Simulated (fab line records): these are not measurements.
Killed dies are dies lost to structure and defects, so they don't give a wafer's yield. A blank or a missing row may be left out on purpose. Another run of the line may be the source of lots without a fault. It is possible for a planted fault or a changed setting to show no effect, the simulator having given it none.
Split-lot study / flow sfqLine / route with 325 steps; 5 lots, 23 wafers read

THE SPLIT ITSELF
At SFQ_TRILAYER_I4_VIA_BARC_OPEN_VIA_ETCH_146 (etches BARC in O2, target depth 125 nm, time 41.7 s), the setting sourceW was moved away from the recipe's 500 W on 9 of the 23 wafers read, by -8.8% to +11.8%. The other wafers ran this setting at the recipe's value.

The reading comes from the split's own step.

THE READING
KrF_of_TRILAYER_I4_VIA_LITHO_COAT_103.thkNm (the simulator's own value, which no gauge read), in nm, at SFQ_TRILAYER_I4_VIA_BARC_OPEN_VIA_ETCH_146 (etches BARC in O2, target depth 125 nm, time 41.7 s). No usual value for it is given in the file. The 14 wafers here that ran the recipe average 572.6 nm, standard deviation 2.2 nm.

wafer=L075.1; tool, chamber at the split=rieDiel-02, 1; sourceW as run, W=500; against the recipe=recipe; KrF_of_TRILAYER_I4_VIA_LITHO_COAT_103.thkNm, nm=573.6; against lot-mates on the recipe=-
wafer=L075.2; tool, chamber at the split=rieDiel-02, 3; sourceW as run, W=500; against the recipe=recipe; KrF_of_TRILAYER_I4_VIA_LITHO_COAT_103.thkNm, nm=574.2; against lot-mates on the recipe=-
wafer=L075.3; tool, chamber at the split=rieDiel-02, 0; sourceW as run, W=455.8; against the recipe=-8.8%; KrF_of_TRILAYER_I4_VIA_LITHO_COAT_103.thkNm, nm=576.3; against lot-mates on the recipe=+2.4
wafer=L075.4; tool, chamber at the split=rieDiel-02, 2; sourceW as run, W=455.8; against the recipe=-8.8%; KrF_of_TRILAYER_I4_VIA_LITHO_COAT_103.thkNm, nm=576.1; against lot-mates on the recipe=+2.2
wafer=L075.6; tool, chamber at the split=rieDiel-02, 3; sourceW as run, W=455.8; against the recipe=-8.8%; KrF_of_TRILAYER_I4_VIA_LITHO_COAT_103.thkNm, nm=575.1; against lot-mates on the recipe=+1.2
wafer=L078.2; tool, chamber at the split=rieDiel-02, 1; sourceW as run, W=559.2; against the recipe=+11.8%; KrF_of_TRILAYER_I4_VIA_LITHO_COAT_103.thkNm, nm=567.2; against lot-mates on the recipe=-2.9
wafer=L078.3; tool, chamber at the split=rieDiel-02, 2; sourceW as run, W=500; against the recipe=recipe; KrF_of_TRILAYER_I4_VIA_LITHO_COAT_103.thkNm, nm=569.5; against lot-mates on the recipe=-
wafer=L078.4; tool, chamber at the split=rieDiel-02, 0; sourceW as run, W=559.2; against the recipe=+11.8%; KrF_of_TRILAYER_I4_VIA_LITHO_COAT_103.thkNm, nm=565.3; against lot-mates on the recipe=-4.8
wafer=L078.5; tool, chamber at the split=rieDiel-02, 2; sourceW as run, W=500; against the recipe=recipe; KrF_of_TRILAYER_I4_VIA_LITHO_COAT_103.thkNm, nm=569.4; against lot-mates on the recipe=-
wafer=L078.6; tool, chamber at the split=rieDiel-02, 1; sourceW as run, W=500; against the recipe=recipe; KrF_of_TRILAYER_I4_VIA_LITHO_COAT_103.thkNm, nm=571.5; against lot-mates on the recipe=-
wafer=L080.1; tool, chamber at the split=rieDiel-03, 1; sourceW as run, W=500; against the recipe=recipe; KrF_of_TRILAYER_I4_VIA_LITHO_COAT_103.thkNm, nm=574; against lot-mates on the recipe=-
wafer=L080.3; tool, chamber at the split=rieDiel-03, 3; sourceW as run, W=500; against the recipe=recipe; KrF_of_TRILAYER_I4_VIA_LITHO_COAT_103.thkNm, nm=575.6; against lot-mates on the recipe=-
wafer=L080.4; tool, chamber at the split=rieDiel-03, 2; sourceW as run, W=500; against the recipe=recipe; KrF_of_TRILAYER_I4_VIA_LITHO_COAT_103.thkNm, nm=576.8; against lot-mates on the recipe=-
wafer=L083.1; tool, chamber at the split=rieDiel-03, 0; sourceW as run, W=541.9; against the recipe=+8.4%; KrF_of_TRILAYER_I4_VIA_LITHO_COAT_103.thkNm, nm=566.9; against lot-mates on the recipe=-4.1
wafer=L083.2; tool, chamber at the split=rieDiel-03, 1; sourceW as run, W=500; against the recipe=recipe; KrF_of_TRILAYER_I4_VIA_LITHO_COAT_103.thkNm, nm=570.1; against lot-mates on the recipe=-
wafer=L083.3; tool, chamber at the split=rieDiel-03, 2; sourceW as run, W=500; against the recipe=recipe; KrF_of_TRILAYER_I4_VIA_LITHO_COAT_103.thkNm, nm=571.7; against lot-mates on the recipe=-
wafer=L083.4; tool, chamber at the split=rieDiel-03, 3; sourceW as run, W=541.9; against the recipe=+8.4%; KrF_of_TRILAYER_I4_VIA_LITHO_COAT_103.thkNm, nm=566.2; against lot-mates on the recipe=-4.8
wafer=L083.5; tool, chamber at the split=rieDiel-03, 3; sourceW as run, W=500; against the recipe=recipe; KrF_of_TRILAYER_I4_VIA_LITHO_COAT_103.thkNm, nm=571.2; against lot-mates on the recipe=-
wafer=L084.1; tool, chamber at the split=rieDiel-02, 1; sourceW as run, W=500; against the recipe=recipe; KrF_of_TRILAYER_I4_VIA_LITHO_COAT_103.thkNm, nm=573.3; against lot-mates on the recipe=-
wafer=L084.2; tool, chamber at the split=rieDiel-02, 0; sourceW as run, W=538; against the recipe=+7.6%; KrF_of_TRILAYER_I4_VIA_LITHO_COAT_103.thkNm, nm=569.5; against lot-mates on the recipe=-3.5
wafer=L084.3; tool, chamber at the split=rieDiel-02, 3; sourceW as run, W=538; against the recipe=+7.6%; KrF_of_TRILAYER_I4_VIA_LITHO_COAT_103.thkNm, nm=569.3; against lot-mates on the recipe=-3.7
wafer=L084.5; tool, chamber at the split=rieDiel-02, 0; sourceW as run, W=500; against the recipe=recipe; KrF_of_TRILAYER_I4_VIA_LITHO_COAT_103.thkNm, nm=574.1; against lot-mates on the recipe=-
wafer=L084.6; tool, chamber at the split=rieDiel-02, 3; sourceW as run, W=500; against the recipe=recipe; KrF_of_TRILAYER_I4_VIA_LITHO_COAT_103.thkNm, nm=571.7; against lot-mates on the recipe=-

THE FIT
A straight line over all 23 wafers: KrF_of_TRILAYER_I4_VIA_LITHO_COAT_103.thkNm changes by -0.49 nm for each +1% of sourceW; r = -0.83; the points scatter about the line by 1.9 nm.
The same after taking each lot's own level away (the mean of its wafers on the recipe; 23 wafers): -0.341 nm for each +1%; r = -0.89; scatter 1 nm.
That fit puts the effect of the largest move of sourceW on the reading at 4 nm.
From 570.13 to 575.47 nm: that is the span of the lots' own levels, equal to 2.5 times the standard deviation above.
In other words, the slope is changed by the lot-to-lot level; the two fits disagree.
Check: with one of the wafers moved furthest among these (+11.8%) left out of the fit, the line predicts -4.75 nm for it against its lot-mates. Against them it came out at -2.93 nm.

ADDITIONAL SPLITS CARRIED BY THESE WAFERS
Note: prior to the reading, these wafers also went through further splits. Each is held against what the fit with the lots' levels taken away leaves over:
other split on the same wafers=SFQ_TRILAYER_I1_VIA_LITHO_EXPOSE_050 doseMj; wafers away from the commonest value=5; r with KrF_of_TRILAYER_I4_VIA_LITHO_COAT_103.thkNm (lot level and that fit taken away)=-0.24
other split on the same wafers=SFQ_TRILAYER_M2_DEP_SPUTTER_055 timeS; wafers away from the commonest value=7; r with KrF_of_TRILAYER_I4_VIA_LITHO_COAT_103.thkNm (lot level and that fit taken away)=-0.16
other split on the same wafers=SFQ_TRILAYER_M2_LITHO_COAT_057 resistThkNm; wafers away from the commonest value=4; r with KrF_of_TRILAYER_I4_VIA_LITHO_COAT_103.thkNm (lot level and that fit taken away)=+0.11
other split on the same wafers=SFQ_TRILAYER_M2_BARC_OPEN_METAL_ETCH_077 timeS; wafers away from the commonest value=8; r with KrF_of_TRILAYER_I4_VIA_LITHO_COAT_103.thkNm (lot level and that fit taken away)=-0.06
other split on the same wafers=SFQ_TRILAYER_I2_VIA_BARC_OPEN_VIA_ETCH_096 timeS; wafers away from the commonest value=9; r with KrF_of_TRILAYER_I4_VIA_LITHO_COAT_103.thkNm (lot level and that fit taken away)=+0.31
other split on the same wafers=SFQ_TRILAYER_M3_LITHO_COAT_080 spinRpm; wafers away from the commonest value=10; r with KrF_of_TRILAYER_I4_VIA_LITHO_COAT_103.thkNm (lot level and that fit taken away)=+0.17
other split on the same wafers=SFQ_TRILAYER_I3_VIA_LITHO_COAT_085 resistThkNm; wafers away from the commonest value=6; r with KrF_of_TRILAYER_I4_VIA_LITHO_COAT_103.thkNm (lot level and that fit taken away)=+0.05
other split on the same wafers=SFQ_TRILAYER_I3_VIA_BARC_OPEN_VIA_ETCH_121 pressureMtorr; wafers away from the commonest value=15; r with KrF_of_TRILAYER_I4_VIA_LITHO_COAT_103.thkNm (lot level and that fit taken away)=+0.19
other split on the same wafers=SFQ_TRILAYER_M4_LITHO_COAT_093 resistThkNm; wafers away from the commonest value=6; r with KrF_of_TRILAYER_I4_VIA_LITHO_COAT_103.thkNm (lot level and that fit taken away)=-0.18
other split on the same wafers=SFQ_TRILAYER_M4_ETCH_METAL_ETCH_096 icpW; wafers away from the commonest value=8; r with KrF_of_TRILAYER_I4_VIA_LITHO_COAT_103.thkNm (lot level and that fit taken away)=+0.06

THE FILE'S OWN FIT
KrF_of_TRILAYER_I4_VIA_LITHO_COAT_103.thkNm changes by -0.369 nm for each +1% of sourceW, r = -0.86.
